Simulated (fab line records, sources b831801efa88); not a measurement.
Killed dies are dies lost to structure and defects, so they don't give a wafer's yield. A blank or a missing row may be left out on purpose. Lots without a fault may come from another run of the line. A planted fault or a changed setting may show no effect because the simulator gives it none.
A struck lot beside a sound one | flow sky130 | 17 steps out of a route of 708
Sound: wafers L978.1, L978.2, L978.3. Struck: wafers L990.2, L990.3, L990.5. The cause comes at the end.
At each step with rows: each side's tool, then ch and its chambers, then its first start. Under that, the readings that differ: sound wafers | struck wafers | difference of the means | sigmas: that difference in standard deviations of wafers without a fault.
alike: readings whose means differ by less than 2 such deviations, and words and numbers that are the same on both sides. not compared: withheld readings, readings that some wafer has no value for, bounds like >300 that may hide the same value, and numbers for which the record gives no deviation and whose values overlap.
The two part at a step that has a row with sigmas, a row that says differs or no value, or rows on one side only. Numbers that don't overlap but have no deviation are shown without sigmas and don't part them. A reading that every wafer of one side lacks parts them only if that side has two wafers or more.

SKY_LDD_P_OVL_MEAS_08:
  sound on overlay-01, day 21 18:38; struck on overlay-01, day 25 17:56
  alike: LDD_P_OVL
then, 1 step without rows for these wafers: SKY_LDD_P_IMPLANT_09.
SKY_LDD_P_STRIP_10: strips in O2/N2.
  sound on plasma_asher-04 ch 0,1, day 21 18:49; struck on plasma_asher-03 ch 0, day 25 18:07
  alike: drypump_motor_current_A, oes_product_au, strip_time_to_endpoint_s
  not compared: rf_hours_counter_h
SKY_LDD_P_TW_MEAS_11:
  sound on film_metro-03, day 21 18:55; struck on film_metro-03, day 25 18:14
  alike: LDD_P_TW
then, 7 steps without rows for these wafers: SKY_LDD_HVN_DEHYDRATE_00 (time 60 s); SKY_LDD_HVN_HMDS_01 (prime time 60 s); SKY_LDD_HVN_COAT_02 (resist thk 300 nm); SKY_LDD_HVN_SOFTBAKE_03 (time 60 s); SKY_LDD_HVN_EXPOSE_04 (exposes mask HVNTM, target cd 700 nm); SKY_LDD_HVN_PEB_05; SKY_LDD_HVN_DEVELOP_06 (develop time 60 s).
SKY_LDD_HVN_OVL_MEAS_07:
  sound on overlay-02, day 23 01:43; struck on overlay-01, day 26 23:10
  alike: LDD_HVN_OVL
SKY_LDD_HVN_IMPLANT_08:
  sound on implanter-02 ch 0, day 23 01:45; struck on implanter-02 ch 0, day 26 23:14
  reading                   | sound                | struck               | difference | sigmas
  beam_energy_keV           | 59.996 59.984 60.002 | 73.809 73.824 73.829 | +13.827    | +99 or more
  model.implant.rp_nm (nm)  | 55.46 55.46 55.46    | 68.29 68.29 68.29    | +12.83     |
  model.implant.drp_nm (nm) | 28.15 28.15 28.15    | 33.7 33.7 33.7       | +5.6       |
  alike: beam_on_s, dose_ions_cm2
SKY_LDD_HVN_STRIP_09: strips in O2/N2.
  sound on plasma_asher-03 ch 0,1, day 23 01:54; struck on plasma_asher-01 ch 0,1, day 26 23:21
  alike: drypump_motor_current_A, oes_product_au, strip_time_to_endpoint_s
  not compared: rf_hours_counter_h
SKY_LDD_HVN_TW_MEAS_10:
  sound on film_metro-02, day 23 02:00; struck on film_metro-01, day 26 23:28
  reading    | sound          | struck         | difference | sigmas
  LDD_HVN_TW | 1467 1458 1459 | 1525 1525 1534 | +67        | +6
then, 1 step without rows for these wafers: SKY_LDD_HVP_DEHYDRATE_00 (time 60 s).
-- the record jumps here: 23 days lie between the struck wafers' starts before and after (it left off in module LDD_HVP and takes up again in module PAD_OPEN, whose first step shown is number 708 of the route) --
SKY_PAD_OPEN_PROBE_99:
  sound on prober-01, day 47 16:34; struck on prober-02, day 50 03:35
  reading                                 | sound                | struck               | difference | sigmas
  model.etest.tip_n_5v.rs_ohm_sq          | 1392 1389 1391       | 1256 1256 1254       | -135       |
  model.etest.nfet_g5v0d10v5.r_on_ohm_um  | 1899 1881 1917       | 1877 1836 1821       | -54        |
  model.etest.nfet_g5v0d10v5.vt_sat_v (V) | 0.7551 0.7573 0.7653 | 0.7408 0.7283 0.7214 | -0.0291    |
  alike: killed_at_M0_to_M3, killed_at_M4_up, killed_at_contacts, killed_at_front_end, killed_at_other, killed_dies, killed_on_rim, killed_open, killed_short
  not compared: model.etest.nfet_g5v0d10v5.vt_v

WHERE THEY PART
First at SKY_LDD_HVN_IMPLANT_08; last, within this record, at SKY_LDD_HVN_TW_MEAS_10. Later steps at which nothing parts them and some readings are alike: SKY_PAD_OPEN_PROBE_99.

WHY: what the simulator had put in
Process parameter drift: implanter-02, from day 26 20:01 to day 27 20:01, at SKY_LDD_HVN_IMPLANT_08. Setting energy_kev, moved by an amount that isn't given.
